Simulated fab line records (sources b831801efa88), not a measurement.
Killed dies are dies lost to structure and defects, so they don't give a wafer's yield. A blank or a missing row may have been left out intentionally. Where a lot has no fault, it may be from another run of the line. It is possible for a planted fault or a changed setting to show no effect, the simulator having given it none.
fab line records | flow sky130
record: lots: 14 | wafers: 42 | last_day: 50
route steps=708 shown SD_N@349 LI_CONTACT@375 LOCAL_INTERCONNECT@394 CONTACT@411 PAD_OPEN@708
lots untouched by any fault: they come from a run of this same line in which no faults occurred
start_h: hours from the record's first day to the start of the lot's first wafer shown | wait_h: hours since the lot's step before | " identical to the entry in the row above | L1.1+2: a row that stands for several wafers | - no value present, or no start provided | * or withheld: withheld | < > ~ a bound
route shown NAME@n: NAME is a module with steps in the file, n the number in the route of the first one | usual: the fault-free wafers' mean and standard deviation | same: alike in all rows | chamber/n: place in a boat | sites: per-site readings | _std_site: how widely they spread, as a standard deviation | _edge_site: inner sites' mean taken away from outer sites' mean | radius_mm: how far each site lies from the wafer's centre | mask NAME#n: copy n | behind: the last tool/chamber to shape the wafer | hold: cause of the lot's hold/its duration in hours/its outcome | device: transistor that didn't switch, given as n, p or np | end of line: tests run on the same wafers once the route is complete | a step without rows: its recipe alone | killed: not the wafer's yield, but the dies lost to structure and defects at the first sort | map: a wafer's dies, marking killed ones x, the rest . and places with no die _
set.NAME: the setting as run; set.NAME@STEP: as run at that earlier step | model.NAME: the simulator's own value behind a step, which no gauge read
one table for each step of the route and one row for each wafer, over a sample of lots
services: a tool's chamber out of use, with start hour (start_h, from the record's first day; less than 0 if before it), hours out, and reason
== steps ==
step: SKY_SD_N_CD_MEAS_07
recipe: target_cd_nm: 380
usual: cd_nm: 380.5/2.7
lot.wafer | tool      | chamber | start_h | wait_h | cd_nm
L603.2    | cd_sem-01 | -       | 650.97  | 0.1    | 377.0
L603.3    | "         | -       | "       | "      | 376.5
L603.6    | "         | -       | "       | "      | 376.6
L604.1    | cd_sem-01 | -       | 655.45  | 0.1    | 380.7
L604.4    | "         | -       | "       | "      | 378.8
L604.6    | "         | -       | "       | "      | 378.6
L606.1    | cd_sem-01 | -       | 671.56  | 0.1    | 379.5
L606.5    | "         | -       | "       | "      | 379.3
L606.6    | "         | -       | "       | "      | 378.3
L607.1    | cd_sem-01 | -       | 683.21  | 0.1    | 382.0
L607.4    | "         | -       | "       | "      | 382.1
L607.6    | "         | -       | "       | "      | 380.9
L612.1    | cd_sem-02 | -       | 733.55  | 0.1    | 383.1
L612.3    | "         | -       | "       | "      | 384.9
L612.5    | "         | -       | "       | "      | 383.4
L615.1    | cd_sem-02 | -       | 753.46  | 0.1    | 384.3
L615.4    | "         | -       | "       | "      | 384.4
L615.6    | "         | -       | "       | "      | 382.5
L616.3    | cd_sem-01 | -       | 762.91  | 0.2    | 381.3
L616.5    | "         | -       | "       | "      | 383.0
L616.6    | "         | -       | "       | "      | 378.3
L617.1    | cd_sem-01 | -       | 763.66  | 0.1    | 379.0
L617.5    | "         | -       | "       | "      | 376.3
L617.6    | "         | -       | "       | "      | 377.7
L618.1    | cd_sem-01 | -       | 773.11  | 0.1    | 375.5
L618.2    | "         | -       | "       | "      | 375.1
L618.4    | "         | -       | "       | "      | 374.2
L619.2    | cd_sem-01 | -       | 785.18  | 0.1    | 382.0
L619.3    | "         | -       | "       | "      | 381.5
L619.5    | "         | -       | "       | "      | 379.6
L621.4    | cd_sem-02 | -       | 791.17  | 0.1    | 380.4
L621.5    | "         | -       | "       | "      | 381.4
L621.6    | "         | -       | "       | "      | 383.3
L624.3    | cd_sem-02 | -       | 818.35  | 0.1    | 383.6
L624.4    | "         | -       | "       | "      | 385.0
L624.6    | "         | -       | "       | "      | 384.9
L626.2    | cd_sem-01 | -       | 822.28  | 0.1    | 382.1
L626.3    | "         | -       | "       | "      | 380.5
L626.5    | "         | -       | "       | "      | 382.3
L625.2    | cd_sem-02 | -       | 826.43  | 0.1    | 385.6
L625.5    | "         | -       | "       | "      | 382.2
L625.6    | "         | -       | "       | "      | 384.6
step: SKY_LI_CONTACT_OVL_MEAS_13
usual: LI_CONTACT_OVL: 3/5.5
lot.wafer | tool       | chamber | start_h | wait_h | LI_CONTACT_OVL[nm]
L603.2    | overlay-01 | -       | 680.76  | 0.1    | -1
L603.3    | "          | -       | "       | "      | 4
L603.6    | "          | -       | "       | "      | -9
L604.1    | overlay-02 | -       | 685.47  | 0.1    | -11
L604.4    | "          | -       | "       | "      | 3
L604.6    | "          | -       | "       | "      | 2
L606.1    | overlay-01 | -       | 701.32  | 0.1    | 12
L606.5    | "          | -       | "       | "      | 9
L606.6    | "          | -       | "       | "      | 10
L607.1    | overlay-02 | -       | 712.75  | 0.1    | 8
L607.4    | "          | -       | "       | "      | -5
L607.6    | "          | -       | "       | "      | 1
L612.1    | overlay-01 | -       | 762.75  | 0.1    | 5
L612.3    | "          | -       | "       | "      | -1
L612.5    | "          | -       | "       | "      | -9
L615.1    | overlay-01 | -       | 782.22  | 0.1    | 13
L615.4    | "          | -       | "       | "      | 8
L615.6    | "          | -       | "       | "      | 3
L616.3    | overlay-01 | -       | 791.96  | 0.1    | 9
L616.5    | "          | -       | "       | "      | 12
L616.6    | "          | -       | "       | "      | 1
L617.1    | overlay-02 | -       | 792.22  | 0.1    | 4
L617.5    | "          | -       | "       | "      | 0
L617.6    | "          | -       | "       | "      | -5
L618.1    | overlay-02 | -       | 801.47  | 0.1    | 0
L618.2    | "          | -       | "       | "      | 0
L618.4    | "          | -       | "       | "      | -5
L619.2    | overlay-01 | -       | 812.91  | 0.1    | 5
L619.3    | "          | -       | "       | "      | 0
L619.5    | "          | -       | "       | "      | 4
L621.4    | overlay-01 | -       | 819.72  | 0.1    | 4
L621.5    | "          | -       | "       | "      | -6
L621.6    | "          | -       | "       | "      | -2
L624.3    | overlay-02 | -       | 846.84  | 0.1    | 9
L624.4    | "          | -       | "       | "      | 7
L624.6    | "          | -       | "       | "      | 11
L626.2    | overlay-01 | -       | 849.98  | 0.1    | 1
L626.3    | "          | -       | "       | "      | 2
L626.5    | "          | -       | "       | "      | 7
L625.2    | overlay-01 | -       | 854.23  | 0.1    | 3
L625.5    | "          | -       | "       | "      | -2
L625.6    | "          | -       | "       | "      | 4
step: SKY_LOCAL_INTERCONNECT_SOFTBAKE_07
recipe: temp_c: 100 | time_s: 90 | resist: KrF-thick
usual: heater_power_total_W: 57.33/0.11 | plate_temp_C: 99.97/0.12 | resist_line_temp_C: 23.00/0.11 | run_length_s: 119.20/0.13
lot.wafer | tool           | chamber | start_h | wait_h | heater_power_total_W | plate_temp_C | resist_line_temp_C | run_length_s
L603.2    | litho_track-02 | 0       | 697     | -      | 57.40                | 99.98        | 23.04              | 119.20
L603.3    | "              | 0       | "       | "      | 57.19                | 100.07       | 22.97              | 119.11
L603.6    | "              | 0       | "       | "      | 57.25                | 100.06       | 23.07              | 119.05
L604.1    | litho_track-03 | 0       | 701     | -      | 57.18                | 99.96        | 22.90              | 119.12
L604.4    | "              | 0       | 702     | -      | 57.37                | 100.00       | 22.79              | 119.47
L604.6    | "              | 0       | "       | "      | 57.51                | 100.02       | 22.96              | 119.41
L606.1    | litho_track-02 | 0       | 715     | -      | 57.25                | 99.85        | 23.27              | 119.14
L606.5    | "              | 0       | "       | "      | 57.11                | 100.05       | 23.15              | 119.19
L606.6    | "              | 0       | "       | "      | 57.22                | 100.21       | 23.04              | 119.48
L607.1    | litho_track-02 | 0       | 727     | -      | 57.20                | 99.84        | 22.95              | 119.29
L607.4    | "              | 0       | 728     | -      | 57.42                | 99.86        | 23.00              | 119.27
L607.6    | "              | 0       | "       | "      | 57.44                | 100.03       | 23.01              | 119.25
L612.1    | litho_track-03 | 0       | 777     | -      | 57.51                | 100.17       | 23.03              | 119.00
L612.3    | "              | 0       | "       | "      | 57.37                | 100.18       | 23.31              | 119.01
L612.5    | "              | 0       | "       | "      | 57.17                | 100.16       | 23.09              | 119.03
L615.1    | litho_track-03 | 0       | 796     | -      | 58.63                | -            | 22.97              | 113.25
L615.4    | "              | 0       | 797     | -      | 58.76                | -            | 22.98              | 113.17
L615.6    | "              | 0       | "       | "      | 58.82                | -            | 22.86              | 113.08
L616.3    | litho_track-03 | 0       | 806     | -      | 58.67                | -            | 22.93              | 113.33
L616.5    | "              | 0       | "       | "      | 58.60                | -            | 23.00              | 113.37
L616.6    | "              | 0       | "       | "      | 58.52                | -            | 22.95              | 113.22
L617.1    | litho_track-02 | 0       | 807     | -      | 57.40                | 100.02       | 22.86              | 119.40
L617.5    | "              | 0       | "       | "      | 57.39                | 99.87        | 23.07              | 119.06
L617.6    | "              | 0       | "       | "      | 57.39                | 99.91        | 23.02              | 119.27
L618.1    | litho_track-01 | 0       | 816     | -      | 57.31                | 99.99        | 23.10              | 119.25
L618.2    | "              | 0       | "       | "      | 57.48                | 99.82        | 23.13              | 119.17
L618.4    | "              | 0       | "       | "      | 57.24                | 100.04       | 22.97              | 119.15
L619.2    | litho_track-02 | 0       | 826     | -      | 57.38                | 99.93        | 23.07              | 119.26
L619.3    | "              | 0       | "       | "      | 57.32                | 99.85        | 22.93              | 119.23
L619.5    | "              | 0       | 827     | -      | 57.57                | 99.83        | 22.83              | 119.13
L621.4    | litho_track-01 | 0       | 834     | -      | 57.41                | 99.91        | 23.00              | 119.47
L621.5    | "              | 0       | "       | "      | 57.46                | 99.79        | 22.97              | 119.28
L621.6    | "              | 0       | "       | "      | 57.35                | 99.95        | 22.97              | 119.31
L624.3    | litho_track-02 | 0       | 860     | -      | 57.24                | 100.05       | 23.04              | 119.25
L624.4    | "              | 0       | "       | "      | 57.21                | 99.90        | 22.88              | 119.11
L624.6    | "              | 0       | "       | "      | 57.43                | 100.02       | 23.07              | 119.17
L626.2    | litho_track-02 | 0       | 864     | -      | 57.18                | 99.92        | 23.07              | 119.12
L626.3    | "              | 0       | "       | "      | 57.29                | 99.96        | 23.04              | 119.12
L626.5    | "              | 0       | "       | "      | 57.13                | 99.97        | 23.03              | 119.38
L625.2    | litho_track-02 | 0       | 868     | -      | 57.40                | 100.06       | 22.69              | 119.11
L625.5    | "              | 0       | "       | "      | 57.34                | 99.97        | 22.88              | 119.06
L625.6    | "              | 0       | 869     | -      | 57.20                | 99.91        | 22.87              | 119.37
step: SKY_CONTACT_BOW_MEAS_05
recipe: mode: bow
usual: CONTACT_BOW: 83/7.4
lot.wafer | tool          | chamber | start_h | wait_h | CONTACT_BOW[um]
L603.2    | film_metro-03 | -       | 712.01  | 0.3    | 75
L603.3    | "             | -       | "       | "      | 82
L603.6    | "             | -       | "       | "      | 75
L604.1    | film_metro-03 | -       | 716.15  | 0.2    | 88
L604.4    | "             | -       | "       | "      | 86
L604.6    | "             | -       | "       | "      | 94
L606.1    | film_metro-01 | -       | 731.11  | 0.2    | 80
L606.5    | "             | -       | "       | "      | 89
L606.6    | "             | -       | "       | "      | 79
L607.1    | film_metro-02 | -       | 742.84  | 0.1    | 70
L607.4    | "             | -       | "       | "      | 87
L607.6    | "             | -       | "       | "      | 78
L612.1    | film_metro-03 | -       | 792.63  | 0.1    | 85
L612.3    | "             | -       | "       | "      | 91
L612.5    | "             | -       | "       | "      | 94
L615.1    | film_metro-01 | -       | 812.17  | 0.2    | 76
L615.4    | "             | -       | "       | "      | 82
L615.6    | "             | -       | "       | "      | 74
L616.3    | film_metro-03 | -       | 821.19  | 0.2    | 80
L616.5    | "             | -       | "       | "      | 90
L616.6    | "             | -       | "       | "      | 98
L617.1    | film_metro-03 | -       | 821.55  | 0.2    | 84
L617.5    | "             | -       | "       | "      | 78
L617.6    | "             | -       | "       | "      | 74
L618.1    | film_metro-03 | -       | 830.74  | 0.2    | 79
L618.2    | "             | -       | "       | "      | 79
L618.4    | "             | -       | "       | "      | 71
L619.2    | film_metro-02 | -       | 841.83  | 0.2    | 78
L619.3    | "             | -       | "       | "      | 83
L619.5    | "             | -       | "       | "      | 74
L621.4    | film_metro-01 | -       | 848.65  | 0.3    | 85
L621.5    | "             | -       | "       | "      | 81
L621.6    | "             | -       | "       | "      | 83
L624.3    | film_metro-02 | -       | 875.57  | 0.3    | 85
L624.4    | "             | -       | "       | "      | 77
L624.6    | "             | -       | "       | "      | 70
L626.2    | film_metro-01 | -       | 878.74  | 0.3    | 70
L626.3    | "             | -       | "       | "      | 75
L626.5    | "             | -       | "       | "      | 75
L625.2    | film_metro-01 | -       | 883.04  | 0.2    | 86
L625.5    | "             | -       | "       | "      | 77
L625.6    | "             | -       | "       | "      | 93
step: SKY_PAD_OPEN_PROBE_99
usual: killed_at_M0_to_M3: 44/7.2 | killed_at_M4_up: 2.9/1.8 | killed_at_contacts: 24/5.6 | killed_at_front_end: 15/4.2 | killed_at_other: 0.4/0.71 | killed_dies: 86/9.2 | killed_open: 47/7.2 | killed_short: 39/5.7
same: gross_dies: 492 | killed_at_back_side: 0
lot.wafer | tool      | chamber | start_h | wait_h | killed_at_M0_to_M3 | killed_at_M4_up | killed_at_contacts | killed_at_front_end | killed_at_other | killed_dies | killed_open | killed_short
L618.1    | prober-01 | -       | 1166.87 | 0.1    | 45                 | 3               | 26                 | 12                  | 0               | 86          | 49          | 37
L618.2    | prober-01 | -       | 1166.92 | 0.1    | 51                 | 0               | 46                 | 17                  | 1               | 115         | 80          | 35
L618.4    | prober-01 | -       | 1167.02 | 0.2    | 55                 | 7               | 25                 | 15                  | 0               | 102         | 54          | 48
killed by level:class
L618.1 VIA1:geometric_particle:open=11 CONTACT:geometric_particle:open=10 METAL1:geometric_particle:short=8 LOCAL_INTERCONNECT:geometric_particle:short=6 CONTACT:geometric_particle:short=5 METAL2:geometric_particle:short=4 LI_CONTACT:geometric_particle:open=4 VIA2:geometric_particle:open=4
L618.2 LI_CONTACT:geometric_particle:open=21 VIA1:geometric_particle:open=17 CONTACT:geometric_particle:open=15 VIA3:geometric_particle:open=8 VIA2:geometric_particle:open=6 LOCAL_INTERCONNECT:geometric_particle:short=5 POLY_GATE:geometric_particle:short=4 METAL2:geometric_particle:short=4
L618.4 VIA1:geometric_particle:open=16 CONTACT:geometric_particle:open=11 FIELD_ISO:geometric_particle:short=7 VIA2:geometric_particle:open=7 VIA1:geometric_particle:short=6 METAL1:geometric_particle:short=6 METAL4:geometric_particle:short=5 LI_CONTACT:geometric_particle:short=4
== services ==
tool           | chamber | start_h | hours | kind
litho_track-03 | -       | 755.40  | -     | consumable_replace:filter
litho_track-02 | -       | 855.11  | -     | consumable_replace:filter
== key ==
first_sign: step: SKY_LOCAL_INTERCONNECT_SOFTBAKE_07 | reading: run_length_s | direction: down | sigmas: 46 | usual: * | struck: *
effect: step: SKY_LOCAL_INTERCONNECT_SOFTBAKE_07 | reading: heater_power_total_W | direction: up | sigmas: 12 | usual: * | struck: *
met_at SKY_LOCAL_INTERCONNECT_SOFTBAKE_07
struck_lots L615,L616
tester_left_out L615,L616
not_acting_at SKY_SD_N_CD_MEAS_07,SKY_LI_CONTACT_OVL_MEAS_13,SKY_CONTACT_BOW_MEAS_05
onset_between 777 796
fault: kind: process_parameter_drift | tool: litho_track-03 | chamber: - | onset_h: 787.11 | steps: SKY_LOCAL_INTERCONNECT_SOFTBAKE_07 | channel: time_s | offset: * | shape: step | end_h: 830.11 | acts_in: * | stated: *
tester_left_out: of these lots the tester's yield and bins aren't shown, on N5 and GAA mostly nor the transistor test; their killed dies are dies lost to structure and defects alone, not to doping, threshold or leakage, so they don't give the yield
